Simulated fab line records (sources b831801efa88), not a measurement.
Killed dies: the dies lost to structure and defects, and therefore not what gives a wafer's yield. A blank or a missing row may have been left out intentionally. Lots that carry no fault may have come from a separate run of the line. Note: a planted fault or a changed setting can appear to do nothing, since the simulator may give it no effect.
Chamber matching | flow sky130 | 3 sister chambers for SKY_CAPM_CVD_00 on pecvd-03
The step deposits SiO2, target thk 15.5 nm. 16 wafers are shown with their chamber, then 8 later ones without.

WAFERS WITH THEIR CHAMBER
wafer  | chamber | heaterPowerW (W)
L075.1 | 1       | 721
L075.4 | 1       | 695
L075.6 | 2       | 648
L076.1 | 2       | 639
L076.2 | 1       | 741
L076.3 | 0       | 733
L076.4 | 0       | 735
L076.5 | 1       | 734
L076.6 | 2       | 644
L081.1 | 1       | 669
L081.2 | 2       | 714
L081.3 | 2       | 704
L083.1 | 2       | 646
L083.3 | 0       | 784
L083.5 | 0       | 766
L088.1 | 2       | 706

SIGNATURES (averages over the wafers above)
reading      | chamber 0 | chamber 1 | chamber 2 | scatter within a chamber
heaterPowerW | 754.50    | 712.00    | 671.57    | 31
Rule: distance of a wafer from a chamber = root of the sum over the readings of ((wafer's reading minus chamber's mean) / reading's scatter) squared. The wafer belongs to the nearest chamber; if the next one is less than 2 further off, it can't be placed. The scatter: take each reading less its chamber's mean, square it, sum over the shown wafers, divide by the number of wafers less the number of chambers, and take the root.

WAFERS WITHOUT THEIR CHAMBER
wafer  | heaterPowerW (W)
L088.5 | 695
L088.6 | 608
L092.4 | 677
L092.5 | 747
L092.6 | 739
L095.3 | 756
L095.4 | 693
L095.6 | 752

CHAMBER TAKEN BY EACH
wafer  | from the rows above          | in truth
L088.5 | can't be placed: 1 or 2 or 0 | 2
L088.6 | can't be placed: 2 or 1      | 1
L092.4 | can't be placed: 2 or 1      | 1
L092.5 | can't be placed: 0 or 1      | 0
L092.6 | can't be placed: 0 or 1 or 2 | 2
L095.3 | can't be placed: 0 or 1      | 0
L095.4 | can't be placed: 1 or 2 or 0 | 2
L095.6 | can't be placed: 0 or 1      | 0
Placed correctly: 0 of 8. Not placeable from these rows: 8 (in 8, the candidates include the true chamber). Number placed wrongly: 0.
